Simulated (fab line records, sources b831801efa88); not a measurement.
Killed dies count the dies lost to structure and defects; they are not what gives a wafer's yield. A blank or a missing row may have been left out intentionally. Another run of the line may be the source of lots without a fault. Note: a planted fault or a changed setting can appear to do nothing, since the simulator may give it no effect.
8D (eight disciplines) problem report, filled in by code -- flow gf180mcu -- the parts of the form that need people (team, actions taken, sign-off) are left out

## 1. WHAT WENT WRONG
dose-ions-cm2 at GF_HV_LDD_IMPLANT_21 reads a mean of 5e+13 on 6 wafers of 2 lots; wafers without a fault read 5e+13 with a standard deviation of 5.3e+10. Measured from the usual mean, that is +34 standard deviations.
Seen first at day 13 23:24 on implanter-04, wafer L946.2. At this step, 42 wafers from 14 lots have a number in the record. Rule for "out" (also "out of limits"): further than 4 standard deviations from the usual mean. The other wafers with a number count as sound.

## 2. WHAT IT IS, WHAT IT ISN'T
question,is,is not
which readings at this step,dose-ions-cm2,"beam-on-s, tilt-deg"
which lots,"L946, L949","L937, L938, L939, L940, L941, L942, L943, L945, L955, L957, L958, L959"
which wafers of those lots,all that have a number,-
read on which tools,implanter-04,"implanter-02, implanter-03"
when,from day 13 23:24,"up to then (24 sound wafers); but 12 sound wafers of L955, L957, L958, L959 came after"

## 3. WHAT RULES OUT EACH SUSPECT
Counting: any tool at a process step up to the reading is kept as a suspect provided that every lot that is out went through it and no sound lot did after the first of them.
- implanter-04 at GF_HV_LDD_IMPLANT_21: kept. Every lot that is out went through it, starting with L946 (day 13 23:24), and after that it ran no sound lot; the last sound lot it ran before then is L945 (day 13 11:01). Its own dose-ions-cm2 readings are out on those wafers.
Remaining after the count: implanter-04 at GF_HV_LDD_IMPLANT_21.

## 4. THE CAUSE (what the simulator had put in)
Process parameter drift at GF_HV_LDD_IMPLANT_21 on implanter-04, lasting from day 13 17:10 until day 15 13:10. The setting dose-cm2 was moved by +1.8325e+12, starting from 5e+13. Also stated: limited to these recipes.
This tool alone remained once counting was done.

## 5. SEQUENCE OF EFFECTS, ordered by route
One row per reading whose mean, taken over the struck wafers that have a number, lies over 3 standard deviations from the usual. Scope: only readings with a usual standard deviation given in the record; hours: median across lots of the time from each lot's start at the first step in this table that gives one to its start at this step; sigmas: change in usual standard deviations.
hours,step,reading,usual,on struck wafers,change,sigmas
0,GF_HV_LDD_IMPLANT_21,dose-ions-cm2,5e+13,5e+13,+2e+12,+34
The process steps in it:
- GF_HV_LDD_IMPLANT_21
Later measuring or inspecting steps at which every struck wafer that the step has a row for has a number for every such reading, and none has moved that far: GF_CONTACT_THK_MEAS_01.

## 6. HOW IT WOULD HAVE BEEN CAUGHT EARLIER
In this record the first reading out of limits was taken at day 13 23:24, 6 hours after the fault began at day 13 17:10.
